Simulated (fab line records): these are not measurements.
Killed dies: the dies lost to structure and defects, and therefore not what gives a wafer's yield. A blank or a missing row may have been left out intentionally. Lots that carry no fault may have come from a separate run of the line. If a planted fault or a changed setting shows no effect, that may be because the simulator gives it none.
The same fault as seen by 2 desks ; flow sky130 ; what lay behind the numbers comes last; until then each desk has only its own

FROM THE METROLOGY DESK
Means of the sampled wafers that have a number, per lot and without regard to the tool the lot ran on: this is what the gauges read. Marked OUT: a lot whose mean sits more than 4 standard deviations from the usual mean, which makes it out of limits; the brackets give that distance.
Columns: A = cd nm at SKY_FIELD_ISO_CD_MEAS_13, usual 150.3 nm; B = PWDE_OVL at SKY_PWDE_OVL_MEAS_07, usual -0.4 nm; C = VT_ADJUST_LVTN_2_TW at SKY_VT_ADJUST_LVTN_TW_MEAS_21, usual 187.7; D = VT_ADJUST_HVTR_TW at SKY_VT_ADJUST_HVTR_TW_MEAS_11, usual 210.2
lot;first seen here;A;B;C;D
L948;day 2 03:31;151.7;-0.1;188.2;213.6
L950;day 2 14:32;146.6;1.0;187.2;208.3
L953;day 3 06:41;150.7;-0.0;189.2;208.5
L954;day 3 11:44;147.6;-1.0;187.7;214.9
L955;day 3 17:35;150.4;-0.1;187.8;214.4
L957;day 4 03:35;149.7;1.1;188.3;207.7
L958;day 4 09:29;148.9;-0.8;167.4 (-13) OUT;207.7
L959;day 4 13:37;150.6;-2.9;165.6 (-14) OUT;211.9
L963;day 5 12:14;151.5;0.1;189.9;212.5
L968;day 6 13:11;151.3;-1.1;184.8;208.3
L969;day 6 18:38;150.8;1.8;185.0;207.4
L970;day 6 22:52;149.5;0.2;185.9;207.1
L971;day 7 03:47;149.6;0.4;187.7;206.9
This desk's result: L958, L959 out of limits, first on L958 (VT_ADJUST_LVTN_2_TW at SKY_VT_ADJUST_LVTN_TW_MEAS_21), day 10 18:50. In limits: L948, L950, L953, L954, L955, L957, L963, L968, L969, L970, L971.

AT THE TOOL OWNER'S DESK: implanter-04
The tool's own readings at SKY_VT_ADJUST_LVTN_IMPLANT_19, given as means over the sampled wafers that have a number, one for each lot that went through this tool. Marked OUT: a lot whose mean sits more than 4 standard deviations from the usual mean, which makes it out of limits; the brackets give that distance.
Columns: A = beam on s at SKY_VT_ADJUST_LVTN_IMPLANT_19, usual 10.04 s; B = dose ions cm2 at SKY_VT_ADJUST_LVTN_IMPLANT_19, usual 6.5e+11; C = faraday current uA at SKY_VT_ADJUST_LVTN_IMPLANT_19, usual 3.65
lot;first seen here;A;B;C
L957;day 10 05:26;9.93;6.5e+11;3.69
L958;day 10 18:35;9.98;4.3e+11 (-99 or more) OUT;2.41 (-15) OUT
L959;day 11 06:35;10.14;4.3e+11 (-99 or more) OUT;2.37 (-16) OUT
L969;day 13 19:56;10.05;6.5e+11;3.65
L971;day 14 07:14;10.00;6.5e+11;3.67
Finding of this desk: L958, L959 out of limits; the first was L958 at day 10 18:35, on dose ions cm2 at SKY_VT_ADJUST_LVTN_IMPLANT_19. In limits: L957, L969, L971.

PUT TOGETHER
The tool owner's desk had the chance to raise an alarm at day 10 18:35 on L958, L959.
L958, L959 would have let the metrology desk raise an alarm at day 10 18:50.
SKY_VT_ADJUST_LVTN_IMPLANT_19 was run on implanter-04 by each of the lots named.

WHAT THE SIMULATOR HAD PUT IN
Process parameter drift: implanter-04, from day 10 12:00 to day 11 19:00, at SKY_VT_ADJUST_LVTN_IMPLANT_19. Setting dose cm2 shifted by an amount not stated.
Struck lots among those shown: L958, L959.
Time in hours from fault onset to the first out-of-limits reading at each desk: tool owner's desk 7, metrology desk 7.
